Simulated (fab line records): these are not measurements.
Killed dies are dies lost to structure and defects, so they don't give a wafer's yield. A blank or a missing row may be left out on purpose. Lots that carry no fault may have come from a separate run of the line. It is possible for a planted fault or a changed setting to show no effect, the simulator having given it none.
Which tool is to blame? / flow sky130 / 12 lots with 36 wafers sampled at 5 steps, on a route of 708 steps

## WHAT THE GAUGES READ, wafer by wafer
Not one reading of a measure or inspect step in the record can be checked against a usual standard deviation.

## WHICH TOOL RAN EACH LOT (tool, then ch and the chambers of the sampled wafers, then the start)
lot=L301; SKY_VT_ADJUST_PCH_COAT_02=lithoTrack-02 ch 0, day 9 18:11; SKY_VT_ADJUST_PCH_STRIP_09=plasmaAsher-02 ch 0,1, day 10 06:19; SKY_CAPM_SPUTTER_02=pvdSputter-01, day 35 22:00; SKY_METAL3_DESCUM_15=rieMetal-03 ch 0,1, day 38 02:15; SKY_VIA3_SPUTTER_20=pvdSputter-01, day 39 04:31
lot=L302; SKY_VT_ADJUST_PCH_COAT_02=lithoTrack-02 ch 0, day 10 04:22; SKY_VT_ADJUST_PCH_STRIP_09=plasmaAsher-02 ch 0,1, day 10 14:54; SKY_CAPM_SPUTTER_02=pvdSputter-02, day 36 09:27; SKY_METAL3_DESCUM_15=rieMetal-03 ch 0, day 38 13:24; SKY_VIA3_SPUTTER_20=pvdSputter-04, day 39 16:44
lot=L304; SKY_VT_ADJUST_PCH_COAT_02=lithoTrack-03 ch 0, day 10 19:47; SKY_VT_ADJUST_PCH_STRIP_09=plasmaAsher-04 ch 0,1, day 11 07:47; SKY_CAPM_SPUTTER_02=pvdSputter-03, day 37 03:38; SKY_METAL3_DESCUM_15=rieMetal-01 ch 0,1, day 39 04:14; SKY_VIA3_SPUTTER_20=pvdSputter-01, day 40 07:44
lot=L309; SKY_VT_ADJUST_PCH_COAT_02=lithoTrack-02 ch 0, day 12 02:59; SKY_VT_ADJUST_PCH_STRIP_09=plasmaAsher-02 ch 0,1, day 12 14:46; SKY_CAPM_SPUTTER_02=pvdSputter-02, day 38 15:05; SKY_METAL3_DESCUM_15=rieMetal-04 ch 0,1, day 40 16:09; SKY_VIA3_SPUTTER_20=pvdSputter-02, day 41 18:34
lot=L310; SKY_VT_ADJUST_PCH_COAT_02=lithoTrack-03 ch 0, day 12 07:20; SKY_VT_ADJUST_PCH_STRIP_09=plasmaAsher-03 ch 0,1, day 12 19:46; SKY_CAPM_SPUTTER_02=pvdSputter-02, day 38 18:32; SKY_METAL3_DESCUM_15=rieMetal-03 ch 0,1, day 40 21:16; SKY_VIA3_SPUTTER_20=pvdSputter-01, day 41 23:58
lot=L313; SKY_VT_ADJUST_PCH_COAT_02=lithoTrack-03 ch 0, day 13 13:25; SKY_VT_ADJUST_PCH_STRIP_09=plasmaAsher-02 ch 0,1, day 14 01:56; SKY_CAPM_SPUTTER_02=pvdSputter-01, day 39 22:44; SKY_METAL3_DESCUM_15=rieMetal-01 ch 0,1, day 42 00:01; SKY_VIA3_SPUTTER_20=pvdSputter-01, day 43 01:34
lot=L314; SKY_VT_ADJUST_PCH_COAT_02=lithoTrack-02 ch 0, day 13 17:59; SKY_VT_ADJUST_PCH_STRIP_09=plasmaAsher-04 ch 0,1, day 14 07:46; SKY_CAPM_SPUTTER_02=pvdSputter-01, day 40 00:49; SKY_METAL3_DESCUM_15=rieMetal-04 ch 0,1, day 42 02:15; SKY_VIA3_SPUTTER_20=pvdSputter-02, day 43 04:07
lot=L315; SKY_VT_ADJUST_PCH_COAT_02=lithoTrack-03 ch 0, day 14 02:32; SKY_VT_ADJUST_PCH_STRIP_09=plasmaAsher-03 ch 0,1, day 14 16:49; SKY_CAPM_SPUTTER_02=pvdSputter-02, day 40 14:33; SKY_METAL3_DESCUM_15=rieMetal-04 ch 0,1, day 42 15:09; SKY_VIA3_SPUTTER_20=pvdSputter-01, day 43 16:17
lot=L317; SKY_VT_ADJUST_PCH_COAT_02=lithoTrack-02 ch 0, day 14 22:32; SKY_VT_ADJUST_PCH_STRIP_09=plasmaAsher-04 ch 0,1, day 15 13:34; SKY_CAPM_SPUTTER_02=pvdSputter-03, day 41 07:37; SKY_METAL3_DESCUM_15=rieMetal-03 ch 0,1, day 43 07:09; SKY_VIA3_SPUTTER_20=pvdSputter-01, day 44 08:07
lot=L323; SKY_VT_ADJUST_PCH_COAT_02=lithoTrack-03 ch 0, day 16 18:14; SKY_VT_ADJUST_PCH_STRIP_09=plasmaAsher-04 ch 1, day 17 08:47; SKY_CAPM_SPUTTER_02=pvdSputter-01, day 42 13:21; SKY_METAL3_DESCUM_15=rieMetal-04 ch 0,1, day 44 12:34; SKY_VIA3_SPUTTER_20=pvdSputter-01, day 45 11:53
lot=L322; SKY_VT_ADJUST_PCH_COAT_02=lithoTrack-04 ch 0, day 16 18:34; SKY_VT_ADJUST_PCH_STRIP_09=plasmaAsher-03 ch 0,1, day 17 09:08; SKY_CAPM_SPUTTER_02=pvdSputter-02, day 42 19:10; SKY_METAL3_DESCUM_15=rieMetal-01 ch 0,1, day 44 18:58; SKY_VIA3_SPUTTER_20=pvdSputter-04, day 45 18:30
lot=L324; SKY_VT_ADJUST_PCH_COAT_02=lithoTrack-03 ch 0, day 17 06:23; SKY_VT_ADJUST_PCH_STRIP_09=plasmaAsher-03 ch 0,1, day 17 21:25; SKY_CAPM_SPUTTER_02=pvdSputter-01, day 43 04:08; SKY_METAL3_DESCUM_15=rieMetal-04 ch 0, day 45 02:21; SKY_VIA3_SPUTTER_20=pvdSputter-04, day 46 01:11
- SKY_VT_ADJUST_PCH_COAT_02: resist thk 3000 nm.
- SKY_VT_ADJUST_PCH_STRIP_09: strips in O2/N2.
- SKY_CAPM_SPUTTER_02: material TiN, target thk 200 nm, time 166.7 s.
- SKY_METAL3_DESCUM_15: chemistry O2, time 8 s.
- SKY_VIA3_SPUTTER_20: material TiN, target thk 20 nm, time 80 s.

## WHAT THE TOOLS THEMSELVES READ (means of the sampled wafers that have a number; where no wafer has one, the mark that the record gives instead)
SKY_VT_ADJUST_PCH_COAT_02. Usual: resistLineTempC 23.02 C, standard deviation 0.11; spinSpeedRpm 1999.8 rpm, standard deviation 1.3.
lot=L301; tool=lithoTrack-02; resistLineTempC (C)=23.09; spinSpeedRpm (rpm)=1999.2; flag=
lot=L302; tool=lithoTrack-02; resistLineTempC (C)=23.07; spinSpeedRpm (rpm)=1998.0; flag=
lot=L304; tool=lithoTrack-03; resistLineTempC (C)=22.91; spinSpeedRpm (rpm)=1998.8; flag=
lot=L309; tool=lithoTrack-02; resistLineTempC (C)=22.84; spinSpeedRpm (rpm)=2001.3; flag=
lot=L310; tool=lithoTrack-03; resistLineTempC (C)=23.15; spinSpeedRpm (rpm)=1999.3; flag=
lot=L313; tool=lithoTrack-03; resistLineTempC (C)=23.04; spinSpeedRpm (rpm)=2410.5; flag=OFF
lot=L314; tool=lithoTrack-02; resistLineTempC (C)=23.21; spinSpeedRpm (rpm)=2000.0; flag=
lot=L315; tool=lithoTrack-03; resistLineTempC (C)=22.97; spinSpeedRpm (rpm)=2408.1; flag=OFF
lot=L317; tool=lithoTrack-02; resistLineTempC (C)=23.10; spinSpeedRpm (rpm)=1999.5; flag=
lot=L323; tool=lithoTrack-03; resistLineTempC (C)=22.92; spinSpeedRpm (rpm)=1999.1; flag=
lot=L322; tool=lithoTrack-04; resistLineTempC (C)=23.03; spinSpeedRpm (rpm)=1998.6; flag=
lot=L324; tool=lithoTrack-03; resistLineTempC (C)=23.11; spinSpeedRpm (rpm)=2000.3; flag=

SKY_VT_ADJUST_PCH_STRIP_09. Usual: drypumpMotorCurrentA 5.5 A, standard deviation 0.32; oesProductAu 0.721 a.u., standard deviation 0.0044; stripTimeToEndpointS 36.95 s, standard deviation 0.12.
lot=L301; tool=plasmaAsher-02; drypumpMotorCurrentA (A)=5.6; oesProductAu (a.u.)=0.724; stripTimeToEndpointS (s)=37.01; flag=
lot=L302; tool=plasmaAsher-02; drypumpMotorCurrentA (A)=5.7; oesProductAu (a.u.)=0.725; stripTimeToEndpointS (s)=37.14; flag=
lot=L304; tool=plasmaAsher-04; drypumpMotorCurrentA (A)=5.3; oesProductAu (a.u.)=0.722; stripTimeToEndpointS (s)=36.97; flag=
lot=L309; tool=plasmaAsher-02; drypumpMotorCurrentA (A)=5.7; oesProductAu (a.u.)=0.722; stripTimeToEndpointS (s)=36.97; flag=
lot=L310; tool=plasmaAsher-03; drypumpMotorCurrentA (A)=5.6; oesProductAu (a.u.)=0.719; stripTimeToEndpointS (s)=37.05; flag=
lot=L313; tool=plasmaAsher-02; drypumpMotorCurrentA (A)=5.6; oesProductAu (a.u.)=0.718; stripTimeToEndpointS (s)=33.87; flag=OFF
lot=L314; tool=plasmaAsher-04; drypumpMotorCurrentA (A)=5.1; oesProductAu (a.u.)=0.722; stripTimeToEndpointS (s)=37.03; flag=
lot=L315; tool=plasmaAsher-03; drypumpMotorCurrentA (A)=5.8; oesProductAu (a.u.)=0.722; stripTimeToEndpointS (s)=34.05; flag=OFF
lot=L317; tool=plasmaAsher-04; drypumpMotorCurrentA (A)=5.2; oesProductAu (a.u.)=0.724; stripTimeToEndpointS (s)=36.96; flag=
lot=L323; tool=plasmaAsher-04; drypumpMotorCurrentA (A)=4.9; oesProductAu (a.u.)=0.720; stripTimeToEndpointS (s)=36.86; flag=
lot=L322; tool=plasmaAsher-03; drypumpMotorCurrentA (A)=5.6; oesProductAu (a.u.)=0.724; stripTimeToEndpointS (s)=36.92; flag=
lot=L324; tool=plasmaAsher-03; drypumpMotorCurrentA (A)=5.8; oesProductAu (a.u.)=0.724; stripTimeToEndpointS (s)=36.78; flag=

SKY_CAPM_SPUTTER_02. Usual: throttleValvePct reads 29.9 % (standard deviation 1.2).
lot=L301; tool=pvdSputter-01; throttleValvePct (%)=29.4; flag=
lot=L302; tool=pvdSputter-02; throttleValvePct (%)=29.8; flag=
lot=L304; tool=pvdSputter-03; throttleValvePct (%)=30.3; flag=
lot=L309; tool=pvdSputter-02; throttleValvePct (%)=29.5; flag=
lot=L310; tool=pvdSputter-02; throttleValvePct (%)=29.9; flag=
lot=L313; tool=pvdSputter-01; throttleValvePct (%)=30.1; flag=
lot=L314; tool=pvdSputter-01; throttleValvePct (%)=29.4; flag=
lot=L315; tool=pvdSputter-02; throttleValvePct (%)=30.8; flag=
lot=L317; tool=pvdSputter-03; throttleValvePct (%)=31.4; flag=
lot=L323; tool=pvdSputter-01; throttleValvePct (%)=30.8; flag=
lot=L322; tool=pvdSputter-02; throttleValvePct (%)=29.5; flag=
lot=L324; tool=pvdSputter-01; throttleValvePct (%)=29.7; flag=

SKY_METAL3_DESCUM_15. Usual: drypumpMotorCurrentA 5.9 A, standard deviation 0.45; oesProductAu 0.999 a.u., standard deviation 0.0093.
lot=L301; tool=rieMetal-03; drypumpMotorCurrentA (A)=5.8; oesProductAu (a.u.)=0.994; flag=
lot=L302; tool=rieMetal-03; drypumpMotorCurrentA (A)=5.4; oesProductAu (a.u.)=0.993; flag=
lot=L304; tool=rieMetal-01; drypumpMotorCurrentA (A)=6.0; oesProductAu (a.u.)=0.990; flag=
lot=L309; tool=rieMetal-04; drypumpMotorCurrentA (A)=5.6; oesProductAu (a.u.)=0.997; flag=
lot=L310; tool=rieMetal-03; drypumpMotorCurrentA (A)=6.3; oesProductAu (a.u.)=1.006; flag=
lot=L313; tool=rieMetal-01; drypumpMotorCurrentA (A)=6.0; oesProductAu (a.u.)=0.990; flag=
lot=L314; tool=rieMetal-04; drypumpMotorCurrentA (A)=5.6; oesProductAu (a.u.)=1.000; flag=
lot=L315; tool=rieMetal-04; drypumpMotorCurrentA (A)=5.6; oesProductAu (a.u.)=1.007; flag=
lot=L317; tool=rieMetal-03; drypumpMotorCurrentA (A)=6.3; oesProductAu (a.u.)=1.001; flag=
lot=L323; tool=rieMetal-04; drypumpMotorCurrentA (A)=5.6; oesProductAu (a.u.)=1.005; flag=
lot=L322; tool=rieMetal-01; drypumpMotorCurrentA (A)=6.0; oesProductAu (a.u.)=1.004; flag=
lot=L324; tool=rieMetal-04; drypumpMotorCurrentA (A)=5.4; oesProductAu (a.u.)=0.990; flag=

SKY_VIA3_SPUTTER_20. Usual: throttleValvePct reads 30.0 % (standard deviation 0.93).
lot=L301; tool=pvdSputter-01; throttleValvePct (%)=29.9; flag=
lot=L302; tool=pvdSputter-04; throttleValvePct (%)=30.1; flag=
lot=L304; tool=pvdSputter-01; throttleValvePct (%)=29.8; flag=
lot=L309; tool=pvdSputter-02; throttleValvePct (%)=30.6; flag=
lot=L310; tool=pvdSputter-01; throttleValvePct (%)=30.5; flag=
lot=L313; tool=pvdSputter-01; throttleValvePct (%)=30.3; flag=
lot=L314; tool=pvdSputter-02; throttleValvePct (%)=29.8; flag=
lot=L315; tool=pvdSputter-01; throttleValvePct (%)=30.5; flag=
lot=L317; tool=pvdSputter-01; throttleValvePct (%)=29.8; flag=
lot=L323; tool=pvdSputter-01; throttleValvePct (%)=29.7; flag=
lot=L322; tool=pvdSputter-04; throttleValvePct (%)=30.4; flag=
lot=L324; tool=pvdSputter-04; throttleValvePct (%)=29.8; flag=

## THE ANSWER, worked out from the rows above alone
Rule: take the mean of a lot's wafers that have a number; if it is more than 3 standard deviations from the usual mean, the lot is off. Also off: a lot with no number at a reading for which 4 or more lots have one. All remaining lots with rows at the step are treated as sound. Order of review: gauges by route order, followed by the tools' own readings, for which a lot's mean as printed above is used. The first step at which some lot is off is used, and at that step the reading that is off furthest; a lot without a number counts as furthest.
Off: L313, L315 (SKY_VT_ADJUST_PCH_COAT_02, spinSpeedRpm).
A tool fits if, at that step or a process step before it, it ran every lot that is off, and no sound lot after the first of them. Not one of the candidates tried fits.

## WHAT THE SIMULATOR HAD PUT IN
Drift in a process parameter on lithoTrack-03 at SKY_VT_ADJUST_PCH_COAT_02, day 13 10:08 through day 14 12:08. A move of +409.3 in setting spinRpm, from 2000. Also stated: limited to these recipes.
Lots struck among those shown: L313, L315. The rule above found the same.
